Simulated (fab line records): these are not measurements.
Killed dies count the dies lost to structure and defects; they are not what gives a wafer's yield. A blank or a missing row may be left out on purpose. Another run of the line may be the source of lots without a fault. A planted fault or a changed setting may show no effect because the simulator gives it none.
Problem report, 8D (eight disciplines) form, completed by code || flow gf180mcu || the parts of the form that need people (team, actions taken, sign-off) are left out

## 1. THE ISSUE
Wafers without a fault read 24.998, standard deviation 0.0063; beam_energy_keV at GF_VT_IMPLANT_IMPLANT_30 reads a mean of 27.836 on 6 wafers belonging to 2 lots. That is +99 or more standard deviations from the usual mean.
Seen first at day 10 17:03 on implanter-03, wafer L365.3. The record has a number at this step for 42 wafers belonging to 14 lots. Rule for "out", or "out of limits": more than 4 standard deviations from the usual mean. The rest of the wafers with a number are treated as sound.

## 2. WHAT IT IS; WHAT IT IS NOT
{"question": "which readings at this step", "is": "beam_energy_keV", "is not": "-"}
{"question": "which lots", "is": "L365, L369", "is not": "L354, L355, L357, L358, L359, L360, L361, L362, L367, L371, L374, L377"}
{"question": "which wafers of those lots", "is": "all that have a number", "is not": "-"}
{"question": "read on which tools", "is": "implanter-03", "is not": "implanter-01, implanter-02"}
{"question": "when", "is": "from day 10 17:03", "is not": "up to then (24 sound wafers); but 12 sound wafers of L367, L371, L374, L377 came after"}

## 3. THE SUSPECTS, EACH WITH WHAT RULES IT OUT
Counting: any tool at a process step up to the reading is kept as a suspect provided that every lot that is out went through it and no sound lot did after the first of them.
- implanter-03 at GF_VT_IMPLANT_IMPLANT_30: kept. Every lot that is out went through it, starting with L365 (day 10 17:03), and after that it ran no sound lot; the last sound lot it ran before then is L361 (day 9 15:23). Out on those wafers are its own readings of beam_energy_keV.
After counting, what remains is implanter-03 at GF_VT_IMPLANT_IMPLANT_30.

## 4. THE CAUSE (what the simulator had put in)
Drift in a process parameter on implanter-03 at GF_VT_IMPLANT_IMPLANT_30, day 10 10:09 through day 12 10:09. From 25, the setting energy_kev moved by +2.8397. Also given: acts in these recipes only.
After counting, this tool was the only one left.

## 5. SEQUENCE OF EFFECTS, ordered by route
Each row: a reading whose mean over the struck wafers that have a number lies more than 3 standard deviations from the usual. Only readings for which the record gives a usual standard deviation are gone through. hours: the time from each lot's start at the first step in this table that gives one to its start at this step, as a median over the lots. sigmas: the change in usual standard deviations.
{"hours": 0, "step": "GF_VT_IMPLANT_IMPLANT_30", "reading": "beam_energy_keV", "usual": 24.998, "on struck wafers": 27.836, "change": "+2.838", "sigmas": "+99 or more"}
It contains these process steps:
- GF_VT_IMPLANT_IMPLANT_30

## 6. WHAT WOULD HAVE CAUGHT IT SOONER
The fault began at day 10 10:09; the first out-of-limits reading in this record came at day 10 17:03, 7 hours later.
